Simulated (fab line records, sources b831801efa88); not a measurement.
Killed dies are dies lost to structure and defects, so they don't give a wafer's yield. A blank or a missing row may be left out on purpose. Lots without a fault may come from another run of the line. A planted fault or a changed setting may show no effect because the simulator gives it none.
Problem report in the 8D (eight disciplines) form, filled by code | flow gf180mcu | the parts of the form that need people (team, actions taken, sign-off) are left out

1. THE PROBLEM
VT_IMPLANT_2_TW at GF_VT_IMPLANT_TW_MEAS_21 reads a mean of 1128 on 6 wafers of 2 lots; wafers without a fault read 1209 with a standard deviation of 6.9. That is -12 standard deviations from the usual mean.
First seen on wafer L972.1, day 11 17:33, on film_metro-04. The record holds 39 wafers of 13 lots with a number at this step. Rule for "out", or "out of limits": more than 4 standard deviations from the usual mean. The other wafers with a number count as sound.

2. WHAT IT IS AND WHAT IT IS NOT
question                    | is                     | is not
which readings at this step | VT_IMPLANT_2_TW        | -
which lots                  | L972, L973             | L955, L957, L958, L959, L960, L961, L963, L965, L975, L976, L978
which wafers of those lots  | all that have a number | -
read on which gauges        | film_metro-04          | film_metro-01, film_metro-03
when                        | from day 11 17:33      | up to then (24 sound wafers); but 9 sound wafers of L975, L976, L978 came after

3. SUSPECTS, AND WHAT RULES EACH OUT
Counting: a tool at a process step up to the reading stays a suspect if it ran every lot that is out and no sound lot after the first of them.
- the gauge at GF_VT_IMPLANT_TW_MEAS_21: ruled out. All the wafers that are out were read on film_metro-04, but those of them that GF_VT_IMPLANT_IMPLANT_19 has rows for are out there too, on other tools.
- implanter-04 at GF_VT_IMPLANT_IMPLANT_19: kept. It ran every lot that is out, first L972 (day 11 17:18), and no sound lot after that; its last sound lot up to then is L961 (day 8 12:26). Its own readings are out on those wafers: beam_energy_keV.
Left after counting: implanter-04 at GF_VT_IMPLANT_IMPLANT_19.

4. THE CAUSE (what the simulator had put in)
Process parameter drift: implanter-04, from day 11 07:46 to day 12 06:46, at GF_VT_IMPLANT_IMPLANT_19. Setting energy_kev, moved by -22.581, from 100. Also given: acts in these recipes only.
Counting left only this tool.

5. THE CHAIN OF EFFECTS, in route order
Each row: a reading whose mean over the struck wafers that have a number lies more than 3 standard deviations from the usual. Only readings for which the record gives a usual standard deviation are gone through. hours: the time from each lot's start at the first step in this table that gives one to its start at this step, as a median over the lots. sigmas: the change in usual standard deviations.
hours | step                     | reading         | usual  | on struck wafers | change  | sigmas
0     | GF_VT_IMPLANT_IMPLANT_19 | beam_energy_keV | 99.999 | 77.429           | -22.570 | -99 or more
0     | GF_VT_IMPLANT_TW_MEAS_21 | VT_IMPLANT_2_TW | 1209   | 1128             | -82     | -12
The process steps in it:
- GF_VT_IMPLANT_IMPLANT_19
Later measuring or inspecting steps at which every struck wafer that the step has a row for has a number for every such reading, and none has moved that far: GF_V1_THK_MEAS_25, GF_M2_RS_MEAS_05.

6. WHAT WOULD HAVE CAUGHT IT SOONER
In this record the first reading out of limits at a measuring or inspecting step was taken at day 11 17:33, 10 hours after the fault began at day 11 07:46.
The tool's own readings at GF_VT_IMPLANT_IMPLANT_19 were out on every struck wafer that the step has a row for (beam_energy_keV): an alarm limit on them would have fired on the first of those.
Of the lots that are out (2), L973 began GF_VT_IMPLANT_IMPLANT_19 on implanter-04 after day 11 17:33. A hold on the tool at that time would have spared it.
